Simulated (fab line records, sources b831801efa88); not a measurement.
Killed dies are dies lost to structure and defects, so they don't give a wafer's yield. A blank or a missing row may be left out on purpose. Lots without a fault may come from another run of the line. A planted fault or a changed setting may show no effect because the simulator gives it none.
A struck lot beside a sound one | flow sky130 | 16 steps out of a route of 708
Sound: wafers L366.3, L366.4, L366.5. Struck: wafers L384.2, L384.4, L384.6. The cause comes at the end.
At each step with rows: each side's tool, then ch and its chambers, then its first start. Under that, the readings that differ: sound wafers | struck wafers | difference of the means | sigmas: that difference in standard deviations of wafers without a fault.
alike: readings whose means differ by less than 2 such deviations, and words and numbers that are the same on both sides. not compared: withheld readings, readings that some wafer has no value for, bounds like >300 that may hide the same value, and numbers for which the record gives no deviation and whose values overlap.
The two part at a step that has a row with sigmas, a row that says differs or no value, or rows on one side only. Numbers that don't overlap but have no deviation are shown without sigmas and don't part them. A reading that every wafer of one side lacks parts them only if that side has two wafers or more.

first, 5 steps without rows for these wafers: SKY_POLY_GATE_COAT_08 (resist thk 450 nm); SKY_POLY_GATE_SOFTBAKE_09 (time 90 s); SKY_POLY_GATE_EXPOSE_10 (exposes mask P1M, target cd 150 nm); SKY_POLY_GATE_PEB_11; SKY_POLY_GATE_DEVELOP_12 (develop time 60 s).
SKY_POLY_GATE_CD_MEAS_13: target cd 150 nm.
  sound on cd_sem-02, day 17 08:16; struck on cd_sem-02, day 24 04:11
  reading    | sound             | struck            | difference | sigmas
  cd_nm (nm) | 149.9 151.4 151.1 | 147.9 148.8 147.9 | -2.6       | -2
SKY_POLY_GATE_OVL_MEAS_14:
  sound on overlay-02, day 17 08:22; struck on overlay-01, day 24 04:17
  alike: POLY_GATE_OVL
SKY_POLY_GATE_ETCH_15: etches BARC in N2/H2, stops on SiO2, time 118.5 s, target depth 110 nm.
  sound on rie_diel-02 ch 0,3, day 17 08:23; struck on rie_diel-04 ch 0,1,2, day 24 04:19
  alike: chamber_pressure_mTorr, drypump_motor_current_A, n2_flow_sccm, oes_product_au, throttle_valve_pct
  not compared: rf_hours_counter_h
SKY_POLY_GATE_ETCH_16: etches Si3N4 in CH3F/O2, stops on poly-Si, time 147.5 s, target depth 75 nm.
  sound on rie_diel-02 ch 0,3, day 17 08:28; struck on rie_diel-04 ch 0,1,2, day 24 04:25
  reading               | sound             | struck            | difference | sigmas
  oes_product_au (a.u.) | 0.642 0.644 0.642 | 0.631 0.629 0.631 | -0.012     | -2
  alike: O2_flow_sccm, chamber_pressure_mTorr, drypump_motor_current_A, throttle_valve_pct
  not compared: rf_hours_counter_h
SKY_POLY_GATE_ETCH_17: etches poly-Si in HBr/Cl2, stops on SiO2, target depth 180 nm, time 70.5 s.
  sound on rie_si-02 ch 1,2, day 17 08:34; struck on rie_si-01 ch 1,3, day 24 04:31
  alike: chamber_pressure_mTorr, drypump_motor_current_A, oes_product_au, throttle_valve_pct
  not compared: rf_hours_counter_h
SKY_POLY_GATE_STRIP_18: strips in O2/N2.
  sound on plasma_asher-03 ch 0,1, day 17 08:40; struck on plasma_asher-02 ch 0,1, day 24 04:34
  alike: chamber_pressure_mTorr, drypump_motor_current_A, n2_flow_sccm, oes_product_au, strip_time_to_endpoint_s
  not compared: rf_hours_counter_h
then, 1 step without rows for these wafers: SKY_POLY_GATE_CLEAN_19 (cleans in SC1/SC2, time 150 s).
SKY_POLY_GATE_OXIDATION_20: stabilise 600 s, purge 300 s, target thk 4 nm.
  sound on furnace-02 ch 0, day 17 11:23; struck on furnace-01 ch 0, day 24 05:35
  reading                                          | sound                | struck              | difference | sigmas
  spike_tc_bottom_C (C)                            | 869.1 870.1 868.9    | 893.3 891.6 890.0   | +22.3      | +19
  spike_tc_centre_C (C)                            | 849.2 849.6 850.5    | 873.5 874.6 873.3   | +24.0      | +25
  spike_tc_lower_C (C)                             | 849.3 848.2 850.7    | 873.0 874.6 874.1   | +24.5      | +24
  spike_tc_top_C (C)                               | 865.9 866.4 866.3    | 888.7 888.0 887.2   | +21.8      | +13
  spike_tc_upper_C (C)                             | 850.9 851.5 850.8    | 874.2 874.8 876.4   | +24.1      | +26
  tube_center_temp_C (C)                           | 849.97 849.95 850.01 | 874.4 874.15 874.22 | +24.3      | +99 or more
  tube_center_temp_C_max                           | 852.1 851.8 852.6    | 876.0 876.1 876.4   | +24.0      | +63
  zone_power_centre_pct (%)                        | 15.99 16.01 15.95    | 17.29 17.21 17.53   | +1.36      | +6
  zone_power_lower_pct (%)                         | 16.52 16.58 16.39    | 17.56 17.68 17.61   | +1.12      | +7
  zone_power_upper_pct (%)                         | 15.23 15.27 15.13    | 16.36 16.18 16.63   | +1.18      | +6
  model.SiO2_of_POLY_GATE_OXIDATION_20.thk_nm (nm) | 4.03 4 3.978         | 5.352 5.445 5.343   | +1.377     |
SKY_POLY_GATE_THK_MEAS_21:
  sound on film_metro-02, day 17 12:39; struck on film_metro-02, day 24 07:05
  reading                      | sound          | struck         | difference | sigmas
  POLY_GATE_OXIDATION_THK (nm) | 4.06 3.98 3.93 | 5.33 5.42 5.32 | +1.37      | +19
  not compared: hold
SKY_POLY_GATE_CD_MEAS_22:
  sound on cd_sem-01, day 17 12:45; struck on cd_sem-01, day 24 12:37
  reading | sound | struck                                                                     | difference                   | sigmas
  hold    | - - - | await_dispo/5.5h/release await_dispo/5.5h/release await_dispo/5.5h/release | no value on the sound wafers |
  alike: cd_nm
-- the record jumps here: 26 days lie between the struck wafers' starts before and after (it left off in module POLY_GATE and takes up again in module PAD_OPEN, whose first step shown is number 708 of the route) --
SKY_PAD_OPEN_PROBE_99:
  sound on prober-02, day 46 12:59; struck on prober-02, day 50 19:10
  reading                            | sound             | struck            | difference | sigmas
  killed_at_front_end                | 27 19 19          | 10 16 6           | -11        | -2
  model.etest.tip_p.rs_ohm_sq        | 6916 6836 6865    | 7023 6984 6974    | +121       |
  model.etest.tip_sonos.rs_ohm_sq    | 2777 2730 2767    | 2800 2831 2844    | +67        |
  model.etest.tip_n.rs_ohm_sq        | 441.3 439.9 443   | 463.2 468.3 465   | +24.1      |
  model.etest.res_pdiff.rs_ohm_sq    | 198.2 198.6 196.8 | 205.6 203.3 204.2 | +6.5       |
  model.etest.res_pdiff_hv.rs_ohm_sq | 193.6 192.8 192.5 | 195.5 196.9 195.5 | +3.0       |
  model.etest.res_ndiff.rs_ohm_sq    | 118.8 117.2 117.3 | 122.5 123.2 122.6 | +5.0       |
  alike: killed_at_M0_to_M3, killed_at_M4_up, killed_at_contacts, killed_at_other, killed_dies, killed_open, killed_short
  not compared: model.etest.res_pdiff.line_ohm_um

WHERE THEY PART
First at SKY_POLY_GATE_CD_MEAS_13; last, within this record, at SKY_PAD_OPEN_PROBE_99.

WHY: what the simulator had put in
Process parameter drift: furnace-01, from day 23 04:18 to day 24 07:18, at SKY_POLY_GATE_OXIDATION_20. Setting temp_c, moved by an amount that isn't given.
